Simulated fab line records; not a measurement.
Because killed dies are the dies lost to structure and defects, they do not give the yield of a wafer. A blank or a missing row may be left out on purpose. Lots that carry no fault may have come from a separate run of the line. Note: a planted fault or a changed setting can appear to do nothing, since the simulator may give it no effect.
One fault through the eyes of 2 desks ; flow sky130 ; each desk has only its own numbers; what lay behind them comes last

AT THE TOOL OWNER'S DESK: hdpcvd-02
The tool's own readings at SKY_VIA1_HDPCVD_00 (deposits SiO2, target thk 1030 nm, time 171.7 s): means of the sampled wafers that have a number, for each lot that ran on this tool. If a lot's mean is further than 4 standard deviations from the usual mean, the lot is out of limits and carries the mark OUT (the distance appears in the brackets).
Columns: A = pressure-mtorr at SKY_VIA1_HDPCVD_00, usual 6.000 mTorr; B = run-length-s at SKY_VIA1_HDPCVD_00, usual 199.7 s
lot;first seen here;A;B
L444;day 32 21:37;5.999;199.3
L446;day 33 10:16;6.022;199.4
L448;day 34 03:40;5.993;199.7
L451;day 35 14:16;6.005;199.3
L452;day 35 22:37;6.000;199.4
L453;day 36 05:26;6.009;199.5
L454;day 36 07:38;6.007;188.2 (-22) OUT
L459;day 37 21:43;5.985;188.7 (-21) OUT
Finding of this desk: L454, L459 out of limits; the first was L454 at day 36 07:38, on run-length-s at SKY_VIA1_HDPCVD_00. L444, L446, L448, L451, L452, L453: within limits.

THE METROLOGY DESK
Lot by lot, what the gauges showed, no matter which tool ran the lot: averages of those sampled wafers that carry a number. If a lot's mean is further than 4 standard deviations from the usual mean, the lot is out of limits and carries the mark OUT (the distance appears in the brackets).
Columns: A = VIA1_HDPCVD_THK at SKY_VIA1_THK_MEAS_01, usual 1032 nm
lot;first seen here;A
L444;day 32 21:42;1031
L446;day 33 10:23;1018
L448;day 34 03:48;1009
L451;day 35 14:20;1019
L452;day 35 22:45;1037
L453;day 36 05:34;1037
L454;day 36 07:44;965 (-6.7) OUT
L455;day 36 11:44;1045
L459;day 37 21:51;959 (-7.3) OUT
L461;day 38 18:08;1031
L464;day 39 07:40;1035
L465;day 39 11:56;1025
L466;day 39 18:16;1036
L467;day 39 23:16;1051
This desk reports L454, L459 out of limits; the earliest was L454 at day 36 07:44 (VIA1_HDPCVD_THK at SKY_VIA1_THK_MEAS_01). L444, L446, L448, L451, L452, L453, L455, L461, L464, L465, L466, L467: within limits.

PUT TOGETHER
On L454, L459, at day 36 07:38, an alarm was possible from the tool owner's desk.
An alarm was possible from the metrology desk at day 36 07:44, on L454, L459.
On hdpcvd-02, each named lot ran SKY_VIA1_HDPCVD_00.

WHAT WAS PUT IN BY THE SIMULATOR
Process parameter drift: hdpcvd-02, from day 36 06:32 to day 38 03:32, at SKY_VIA1_HDPCVD_00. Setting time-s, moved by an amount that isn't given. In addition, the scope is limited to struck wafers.
Struck lots among those shown: L454, L459.
Counting hours from when the fault started, the first reading out of limits came at 1 for the tool owner's desk and at 1 for the metrology desk.
